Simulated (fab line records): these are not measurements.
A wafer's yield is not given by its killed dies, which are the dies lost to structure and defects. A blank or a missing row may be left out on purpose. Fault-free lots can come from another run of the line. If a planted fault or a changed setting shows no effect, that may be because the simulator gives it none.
Which tool is to blame?	flow sky130	7 lots with 21 wafers sampled at 2 steps, on a route of 708 steps

## WHAT THE GAUGES SHOWED, per wafer
SKY_VT_ADJUST_HVTP_TW_MEAS_11.
lot	measured	on	VT_ADJUST_HVTP_TW
L155	day 6 18:18	film-metro-03	1340 1334 1341
L157	day 7 04:56	film-metro-03	1342 1332 1341
L159	day 7 19:46	film-metro-02	1369 1375 1366
L161	day 8 06:27	film-metro-02	1361 1358 1369
L169	day 10 03:59	film-metro-03	1326 1332 1328
L171	day 10 17:44	film-metro-03	1328 1329 1330
L176	day 12 05:13	film-metro-04	1362 1354 1366

## TOOL THAT RAN EACH LOT (tool first, then ch and the chambers of the sampled wafers, then the start)
lot	SKY_FIELD_ISO_CMP_27
L155	cmp-01 ch 1,2,3, day 2 18:11
L157	cmp-02 ch 0,1, day 3 03:29
L159	cmp-02 ch 0,3, day 3 16:46
L161	cmp-02 ch 0,2, day 4 02:17
L169	cmp-02 ch 0,2,3, day 5 14:55
L171	cmp-01 ch 1,2,3, day 6 02:50
L176	cmp-01 ch 1,2, day 7 08:05
- SKY_FIELD_ISO_CMP_27: polishes, stops on Si3N4, t overpolish 16 s, target thk 457.8 nm.

## THE ANSWER, worked out from the rows above alone
Rule: usual is defined by the lots themselves. The widest of any qualifying gaps counts: lots, ordered by their means at a reading, are off when they make up no more than a third of the lots, leave a main group of 4 or more, and stand apart from it by 3 or more times the standard deviation of that group's means. A main group whose means are all the same, to the digits that the tables above print for the reading, isn't used. A lot without any number at a reading at which 4 lots or more have one is off too. Where the step has rows for the other lots, those lots are counted as sound.
No lot is off at any reading shown: from this, nothing can be told.

## WHAT HAD BEEN PUT IN BY THE SIMULATOR
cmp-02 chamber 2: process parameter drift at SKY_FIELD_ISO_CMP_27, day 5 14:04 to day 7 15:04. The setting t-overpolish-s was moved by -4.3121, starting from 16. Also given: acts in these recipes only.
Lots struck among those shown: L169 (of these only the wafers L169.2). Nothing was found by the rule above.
